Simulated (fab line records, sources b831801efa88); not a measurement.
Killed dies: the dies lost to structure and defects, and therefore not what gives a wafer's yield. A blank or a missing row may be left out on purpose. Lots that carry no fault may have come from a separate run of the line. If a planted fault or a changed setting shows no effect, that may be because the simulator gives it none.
A single fault, viewed from 2 desks :: flow sky130 :: each desk holds nothing but its own numbers, with what lay behind them at the end

THE TOOL OWNER'S DESK: litho-track-04
The tool's own readings at SKY_METAL4_COAT_08 (resist thk 1140 nm): means of the sampled wafers that have a number, for each lot that ran on this tool. Marked OUT: a lot whose mean sits more than 4 standard deviations from the usual mean, which makes it out of limits; the brackets give that distance.
Columns: A = spin-speed-rpm at SKY_METAL4_COAT_08, usual 3000.3 rpm
lot: L458
first seen here: day 43 09:00
A: 2998.9

lot: L461
first seen here: day 43 16:00
A: 3000.4

lot: L462
first seen here: day 43 22:00
A: 3003.0

lot: L466
first seen here: day 45 03:00
A: 2999.5

lot: L469
first seen here: day 46 02:00
A: 3000.3

lot: L473
first seen here: day 46 14:00
A: 3001.0
Result from this desk: across the 6 lots, nothing is out of limits.

FROM THE METROLOGY DESK
Lot by lot, what the gauges showed, no matter which tool ran the lot: averages of those sampled wafers that carry a number. Marked OUT: a lot whose mean sits more than 4 standard deviations from the usual mean, which makes it out of limits; the brackets give that distance.
Columns: A = VIA3_BOW at SKY_VIA3_BOW_MEAS_03, usual 77 um; B = CAP2M_CVD_00_THK at SKY_CAP2M_THK_MEAS_01, usual 15.57 nm
lot: L457
first seen here: day 40 18:06
A: 86
B: 15.51

lot: L458
first seen here: day 40 19:55
A: 77
B: 15.85

lot: L460
first seen here: day 40 22:27
A: 71
B: 15.72

lot: L461
first seen here: day 41 02:23
A: 78
B: 15.32

lot: L462
first seen here: day 41 10:38
A: 73
B: 15.78

lot: L465
first seen here: day 42 07:06
A: 78
B: 15.67

lot: L466
first seen here: day 42 17:15
A: 77
B: 15.48

lot: L468
first seen here: day 43 12:47
A: 73
B: 15.66

lot: L469
first seen here: day 43 18:42
A: 85
B: 15.50

lot: L473
first seen here: day 44 10:37
A: 73
B: 15.51

lot: L475
first seen here: day 46 18:11
A: 75
B: 15.55
Result from this desk: across the 11 lots, nothing is out of limits.

PUT TOGETHER
The tool owner's desk saw nothing out of limits.
Nothing out of limits was seen by the metrology desk.

WHAT THE SIMULATOR HAD INSERTED
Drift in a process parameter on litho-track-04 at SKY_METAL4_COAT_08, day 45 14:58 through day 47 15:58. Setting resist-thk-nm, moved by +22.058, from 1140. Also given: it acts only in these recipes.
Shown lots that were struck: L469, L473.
